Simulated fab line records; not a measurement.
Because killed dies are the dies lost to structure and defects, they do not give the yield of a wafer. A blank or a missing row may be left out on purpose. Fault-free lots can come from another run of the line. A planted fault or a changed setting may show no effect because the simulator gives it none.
fab line records	flow sky130
[record] lots = 14	wafers = 42	lastDay = 50
route steps=708 shown PWDE@84 VT_ADJUST_HVTP@96 VT_ADJUST_LVTN@103 VT_ADJUST_HVTR@139
lots that met no fault: from a run of the same line without faults
startH: hours from the record's opening day to when the first of the lot's shown wafers began	waitH: hours elapsed since this lot's preceding step	" the same as in the row above	L1.1+2: one row covering several wafers at once	- no value, or no start was given	* or withheld: withheld	< > ~ a bound
route shown NAME@n: names a module that has steps shown in the file, with the first one's number in the route	usual: the fault-free wafers' mean and standard deviation	same: alike in all rows	chamber/n: place in a boat	sites: per-site readings	_std_site: the standard deviation of these	_edge_site: outer sites' mean less inner sites'	radiusMm: how far each site lies from the wafer's centre	mask NAME#n: copy n	behind: the most recent tool/chamber to have shaped the wafer	hold: cause of the lot's hold/its duration in hours/its outcome	device: transistor that didn't switch, given as n, p or np	end of line: at the end of the route, the tests of the same wafers	a step given without rows: its recipe and nothing more	killed: dies lost to structure and defects at the first sort, not the wafer's yield	map: per-die view of a wafer (x killed, . not killed, _ where there is no die)
set.NAME: the setting that was run; set.NAME@STEP: the one run at that earlier step	model.NAME: the simulator's own value behind a step, which no gauge read
a sample of lots followed through the steps of the route, with each step as a table and each wafer as a row
services: the hour from which a tool's chamber was out of use, counted from the record's first day as startH (under 0 if before that day), plus the number of hours and why
[[steps]]
[step SKY_NWELL_RS_MEAS_31]
[recipe] thkMeasGauge = four-point-probe
[usual] PWDE_RS = 5269/23
lot.wafer	tool	chamber	startH	waitH	PWDE_RS[ohm/sq]
L622.1	filmMetro-04	-	103.59	0.1	5289
L622.3	"	-	"	"	5296
L622.4	"	-	"	"	5299
L623.1	filmMetro-04	-	111.00	0.1	5282
L623.2	"	-	"	"	5273
L623.5	"	-	"	"	5284
L624.3	filmMetro-03	-	115.73	0.1	5258
L624.4	"	-	"	"	5265
L624.6	"	-	"	"	5262
L626.1	filmMetro-03	-	131.95	0.1	5274
L626.2	"	-	"	"	5254
L626.5	"	-	"	"	5258
L627.1	filmMetro-02	-	136.71	0.1	5242
L627.3	"	-	"	"	5235
L627.5	"	-	"	"	5259
L628.1	filmMetro-02	-	140.89	0.1	5227
L628.2	"	-	"	"	5214
L628.6	"	-	"	"	5223
L629.1	filmMetro-03	-	142.95	0.1	5261
L629.3	"	-	"	"	5272
L629.5	"	-	"	"	5267
L630.2	filmMetro-04	-	149.46	0.1	5302
L630.5	"	-	"	"	5303
L630.6	"	-	"	"	5326
L637.1	filmMetro-02	-	192.25	0.1	5254
L637.2	"	-	"	"	5273
L637.6	"	-	"	"	5261
L639.2	filmMetro-02	-	214.22	0.1	5256
L639.3	"	-	"	"	5251
L639.4	"	-	"	"	5254
L641.3	filmMetro-02	-	226.75	0.1	5265
L641.4	"	-	"	"	5284
L641.5	"	-	"	"	5282
L643.2	filmMetro-02	-	236.96	0.1	5290
L643.5	"	-	"	"	5297
L643.6	"	-	"	"	5282
L642.1	filmMetro-03	-	237.63	0.1	5251
L642.2	"	-	"	"	5275
L642.4	"	-	"	"	5266
L644.1	filmMetro-02	-	240.96	0.1	5244
L644.3	"	-	"	"	5244
L644.5	"	-	"	"	5257
[step SKY_VT_ADJUST_HVTP_TW_MEAS_11]
[usual] VT_ADJUST_HVTP_TW = 1352/16
lot.wafer	tool	chamber	startH	waitH	VT_ADJUST_HVTP_TW
L622.1	filmMetro-03	-	122.05	0.1	1329
L622.3	"	-	"	"	1323
L622.4	"	-	"	"	1331
L623.1	filmMetro-04	-	130.12	0.1	1364
L623.2	"	-	"	"	1367
L623.5	"	-	"	"	1373
L624.3	filmMetro-04	-	134.19	0.1	1373
L624.4	"	-	"	"	1373
L624.6	"	-	"	"	1364
L626.1	filmMetro-03	-	149.32	0.1	1336
L626.2	"	-	"	"	1329
L626.5	"	-	"	"	1334
L627.1	filmMetro-04	-	154.34	0.1	1358
L627.3	"	-	"	"	1359
L627.5	"	-	"	"	1365
L628.1	filmMetro-03	-	157.47	0.1	1329
L628.2	"	-	"	"	1333
L628.6	"	-	"	"	1334
L629.1	filmMetro-01	-	159.67	0.1	1351
L629.3	"	-	"	"	1352
L629.5	"	-	"	"	1355
L630.2	filmMetro-04	-	166.58	0.1	1361
L630.5	"	-	"	"	1366
L630.6	"	-	"	"	1361
L637.1	filmMetro-01	-	213.77	0.1	1358
L637.2	"	-	"	"	1361
L637.6	"	-	"	"	1352
L639.2	filmMetro-04	-	236.76	0.1	1362
L639.3	"	-	"	"	1363
L639.4	"	-	"	"	1367
L641.3	filmMetro-03	-	249.69	0.1	1330
L641.4	"	-	"	"	1336
L641.5	"	-	"	"	1334
L643.2	filmMetro-01	-	261.33	0.1	1350
L643.5	"	-	"	"	1353
L643.6	"	-	"	"	1352
L642.1	filmMetro-04	-	262.17	0.1	1353
L642.2	"	-	"	"	1360
L642.4	"	-	"	"	1361
L644.1	filmMetro-04	-	265.15	0.1	1371
L644.3	"	-	"	"	1362
L644.5	"	-	"	"	1365
[step SKY_VT_ADJUST_LVTN_DEVELOP_06]
[recipe] wallAngleDeg = 90	developer = TMAH	developTimeS = 60	devTempC = 23
lot.wafer	tool	chamber	startH	waitH
L622.1+3+4	lithoTrack-04	0	138	-
L623.1+2+5	lithoTrack-04	0	147	-
L624.3+4+6	lithoTrack-03	0	150	-
L626.1+2+5	lithoTrack-03	0	166	-
L627.1+3+5	lithoTrack-04	0	173	-
L628.1+2+6	lithoTrack-04	0	177	-
L629.1+3+5	lithoTrack-02	0	180	-
L630.2+5+6	lithoTrack-04	0	187	-
L637.1+2+6	lithoTrack-03	0	235	-
L639.2+3+4	lithoTrack-03	0	260	-
L641.3+4+5	lithoTrack-04	0	273	-
L643.2+5+6	lithoTrack-03	0	285	-
L642.1+2+4	lithoTrack-02	0	285	-
L644.1+3+5	lithoTrack-04	0	288	-
[step SKY_VT_ADJUST_LVTN_OVL_MEAS_07]
[usual] VT_ADJUST_LVTN_OVL = -0.1/1.4
lot.wafer	tool	chamber	startH	waitH	VT_ADJUST_LVTN_OVL[nm]
L622.1	overlay-01	-	138.60	-	-1.3
L622.3	"	-	"	"	-0.5
L622.4	"	-	"	"	-1.8
L623.1	overlay-02	-	147.25	-	2.0
L623.2	"	-	"	"	0.9
L623.5	"	-	"	"	1.8
L624.3	overlay-02	-	150.25	-	-0.7
L624.4	"	-	"	"	-1.1
L624.6	"	-	"	"	0.9
L626.1	overlay-02	-	166.29	-	2.3
L626.2	"	-	"	"	0.1
L626.5	"	-	"	"	2.6
L627.1	overlay-02	-	173.15	-	0.2
L627.3	"	-	"	"	2.2
L627.5	"	-	"	"	1.5
L628.1	overlay-02	-	177.95	-	-
L628.2	"	-	"	"	-
L628.6	"	-	"	"	-
L629.1	overlay-02	-	180.57	-	-0.7
L629.3	"	-	"	"	-0.7
L629.5	"	-	"	"	-0.9
L630.2	overlay-01	-	187.76	-	-
L630.5	"	-	"	"	-
L630.6	"	-	"	"	-
L637.1	overlay-02	-	236.04	-	-1.4
L637.2	"	-	"	"	-0.7
L637.6	"	-	"	"	-0.5
L639.2	overlay-02	-	260.35	-	2.3
L639.3	"	-	"	"	0.8
L639.4	"	-	"	"	0.9
L641.3	overlay-01	-	273.71	-	0.0
L641.4	"	-	"	"	-0.1
L641.5	"	-	"	"	-0.2
L643.2	overlay-02	-	285.70	-	1.6
L643.5	"	-	"	"	1.4
L643.6	"	-	"	"	0.8
L642.1	overlay-01	-	286.02	-	-2.1
L642.2	"	-	"	"	1.7
L642.4	"	-	"	"	-1.6
L644.1	overlay-01	-	289.15	-	-0.2
L644.3	"	-	"	"	-0.6
L644.5	"	-	"	"	-0.5
[step SKY_VT_ADJUST_LVTN_TW_MEAS_10]
[usual] VT_ADJUST_LVTN_TW = 241.5/1.5
lot.wafer	tool	chamber	startH	waitH	VT_ADJUST_LVTN_TW
L622.1	filmMetro-02	-	138.89	0.1	242.3
L622.3	"	-	"	"	242.7
L622.4	"	-	"	"	242.0
L623.1	filmMetro-01	-	147.54	0.1	242.2
L623.2	"	-	"	"	242.8
L623.5	"	-	"	"	239.7
L624.3	filmMetro-02	-	150.55	0.1	242.6
L624.4	"	-	"	"	240.1
L624.6	"	-	"	"	241.2
L626.1	filmMetro-02	-	166.58	0.1	242.1
L626.2	"	-	"	"	241.3
L626.5	"	-	"	"	243.1
L627.1	filmMetro-01	-	173.44	0.1	240.2
L627.3	"	-	"	"	239.9
L627.5	"	-	"	"	239.9
L628.1	filmMetro-01	-	178.24	0.1	29.8
L628.2	"	-	"	"	30.0
L628.6	"	-	"	"	29.7
L629.1	filmMetro-01	-	180.85	0.1	240.1
L629.3	"	-	"	"	239.6
L629.5	"	-	"	"	239.8
L630.2	filmMetro-01	-	188.05	0.1	29.7
L630.5	"	-	"	"	29.8
L630.6	"	-	"	"	29.7
L637.1	filmMetro-02	-	236.33	0.1	241.9
L637.2	"	-	"	"	241.2
L637.6	"	-	"	"	241.2
L639.2	filmMetro-02	-	260.64	0.1	243.5
L639.3	"	-	"	"	243.0
L639.4	"	-	"	"	242.7
L641.3	filmMetro-04	-	274.01	0.1	241.9
L641.4	"	-	"	"	243.3
L641.5	"	-	"	"	243.1
L643.2	filmMetro-02	-	285.99	0.1	241.5
L643.5	"	-	"	"	241.4
L643.6	"	-	"	"	241.2
L642.1	filmMetro-01	-	286.30	0.1	239.9
L642.2	"	-	"	"	240.0
L642.4	"	-	"	"	241.8
L644.1	filmMetro-04	-	289.57	0.1	243.6
L644.3	"	-	"	"	244.0
L644.5	"	-	"	"	243.5
[step SKY_VT_ADJUST_HVTR_OVL_MEAS_08]
[usual] VT_ADJUST_HVTR_OVL = -0.6/1.3
lot.wafer	tool	chamber	startH	waitH	VT_ADJUST_HVTR_OVL[nm]
L622.1	overlay-01	-	195.74	0.1	0.8
L622.3	"	-	"	"	-0.2
L622.4	"	-	"	"	-2.0
L623.1	overlay-02	-	205.74	0.1	-2.8
L623.2	"	-	"	"	-0.6
L623.5	"	-	"	"	-0.4
L624.3	overlay-02	-	207.95	0.1	0.9
L624.4	"	-	"	"	0.5
L624.6	"	-	"	"	1.5
L626.1	overlay-01	-	230.14	0.1	-0.3
L626.2	"	-	"	"	-1.4
L626.5	"	-	"	"	0.8
L627.1	overlay-01	-	236.62	0.1	-0.7
L627.3	"	-	"	"	-1.4
L627.5	"	-	"	"	-2.1
L628.1	overlay-02	-	242.57	0.1	0.1
L628.2	"	-	"	"	-0.9
L628.6	"	-	"	"	-2.2
L629.1	overlay-02	-	246.42	0.1	-1.3
L629.3	"	-	"	"	-2.4
L629.5	"	-	"	"	-3.2
L630.2	overlay-02	-	252.79	0.1	-2.9
L630.5	"	-	"	"	0.4
L630.6	"	-	"	"	-0.5
L637.1	overlay-01	-	309.44	0.1	1.1
L637.2	"	-	"	"	-0.7
L637.6	"	-	"	"	2.2
L639.2	overlay-01	-	335.73	0.1	-1.6
L639.3	"	-	"	"	0.6
L639.4	"	-	"	"	0.2
L641.3	overlay-02	-	352.93	0.1	1.8
L641.4	"	-	"	"	-1.6
L641.5	"	-	"	"	-3.0
L643.2	overlay-01	-	365.82	0.1	-0.1
L643.5	"	-	"	"	-2.3
L643.6	"	-	"	"	-0.9
L642.1	overlay-02	-	366.12	0.1	-0.2
L642.2	"	-	"	"	1.3
L642.4	"	-	"	"	0.5
L644.1	overlay-01	-	369.74	0.1	-0.3
L644.3	"	-	"	"	2.0
L644.5	"	-	"	"	-0.1
[[services]]
tool	chamber	startH	hours	kind
lithoTrack-03	-	149.28	-	consumableReplace:filter
[[key]]
[firstSign] step = SKY_VT_ADJUST_LVTN_OVL_MEAS_07	reading = VT_ADJUST_LVTN_OVL	direction = missing
[effect] step = SKY_VT_ADJUST_LVTN_TW_MEAS_10	reading = VT_ADJUST_LVTN_TW	direction = down	sigmas = 99+	usual = 241.5	struck = 29.8
metAt SKY_VT_ADJUST_LVTN_DEVELOP_06
struckLots L628,L630
sortLeftOut L628.1,L628.2,L628.6,L630.2,L630.5,L630.6
testerLeftOut L628,L630
notActingAt SKY_NWELL_RS_MEAS_31,SKY_VT_ADJUST_HVTP_TW_MEAS_11,SKY_VT_ADJUST_HVTR_OVL_MEAS_08
onsetBetween 173 177
[fault] kind = processParameterDrift	tool = lithoTrack-04	chamber = -	onsetH = 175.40	steps = SKY_VT_ADJUST_LVTN_DEVELOP_06	channel = developTimeS	offset = *	shape = step	endH = 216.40	actsIn = *	stated = *
// testerLeftOut: of these lots the tester's yield and bins aren't shown, on N5 and GAA mostly nor the transistor test; their killed dies are dies lost to structure and defects alone, not to doping, threshold or leakage, so they don't give the yield
// sortLeftOut: the simulated sort isn't trusted on such a fault, so these wafers' sort isn't shown, and their yield isn't known
